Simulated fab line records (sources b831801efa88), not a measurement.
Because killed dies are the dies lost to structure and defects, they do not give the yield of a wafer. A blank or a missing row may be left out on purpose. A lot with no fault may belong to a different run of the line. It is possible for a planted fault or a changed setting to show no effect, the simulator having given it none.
Comparing a struck lot with a sound one :: flow sky130 :: 14 out of 708 route steps
Sound: wafers L389.2, L389.5, L389.6. The struck wafers were L400.2, L400.3, L400.4. At the end, the cause is stated.
For every step that has rows: the tool of each side, followed by ch and its chambers, followed by its first start. Under that, the readings that differ: sound wafers :: struck wafers :: difference of the means :: sigmas: that difference in standard deviations of wafers without a fault.
alike: same words and numbers on both sides, and readings whose means sit less than 2 such deviations apart. not compared: any withheld reading, any reading some wafer has no value for, any bound like >300 that may hide the same value, and any number with overlapping values for which the record gives no deviation.
Wherever a step has rows on one side only, a row that says differs or no value, or a row with sigmas, the two part there. When numbers do not overlap yet have no deviation, they are printed without sigmas and do not part them. A reading missing from all wafers of one side parts the sides only when that side holds two or more wafers.

first, 6 steps without rows for these wafers: SKY_PASSIVATION_HMDS_05 (prime time 60 s); SKY_PASSIVATION_COAT_06 (resist thk 3000 nm); SKY_PASSIVATION_SOFTBAKE_07; SKY_PASSIVATION_EXPOSE_08 (exposes mask NSM, target cd 3000 nm); SKY_PASSIVATION_PEB_09; SKY_PASSIVATION_DEVELOP_10 (develop time 60 s).
SKY_PASSIVATION_ETCH_11: etches the open film in CF4/O2, stops on AlCu, target depth 725 nm, time 161.1 s.
  sound on rie-diel-04 ch 2,3, day 45 16:13; struck on rie-diel-04 ch 1,2,3, day 48 12:23
  alike: drypump-motor-current-A, oes-product-au, throttle-valve-pct
  not compared: rf-hours-counter-h
SKY_PASSIVATION_STRIP_12: strips in O2/N2.
  sound on plasma-asher-02 ch 0,1, day 45 16:20; struck on plasma-asher-01 ch 0,1, day 48 12:29
  alike: drypump-motor-current-A, oes-product-au, strip-time-to-endpoint-s
  not compared: rf-hours-counter-h
then, 4 steps without rows for these wafers: SKY_PAD_OPEN_DEHYDRATE_00 (time 60 s); SKY_PAD_OPEN_HMDS_01 (prime time 60 s); SKY_PAD_OPEN_COAT_02 (resist thk 3000 nm); SKY_PAD_OPEN_SOFTBAKE_03.
SKY_PAD_OPEN_EXPOSE_04: exposes mask PDM, target cd 60000 nm.
  struck on iline-stepper-02, day 48 20:10; sound on iline-stepper-01 ch 0, day 46 01:17
  no value came back on the struck wafers for exposure-dose-mJ-cm2, focus-offset-nm (nm); on the sound wafers exposure-dose-mJ-cm2 reads 254.59 254.17 254.57
  alike: mask
following that, these wafers have no rows for 1 step: SKY_PAD_OPEN_PEB_05.

## WHERE THEY PART
SKY_PAD_OPEN_EXPOSE_04 only, going by this record.

WHY: the cause the simulator had injected
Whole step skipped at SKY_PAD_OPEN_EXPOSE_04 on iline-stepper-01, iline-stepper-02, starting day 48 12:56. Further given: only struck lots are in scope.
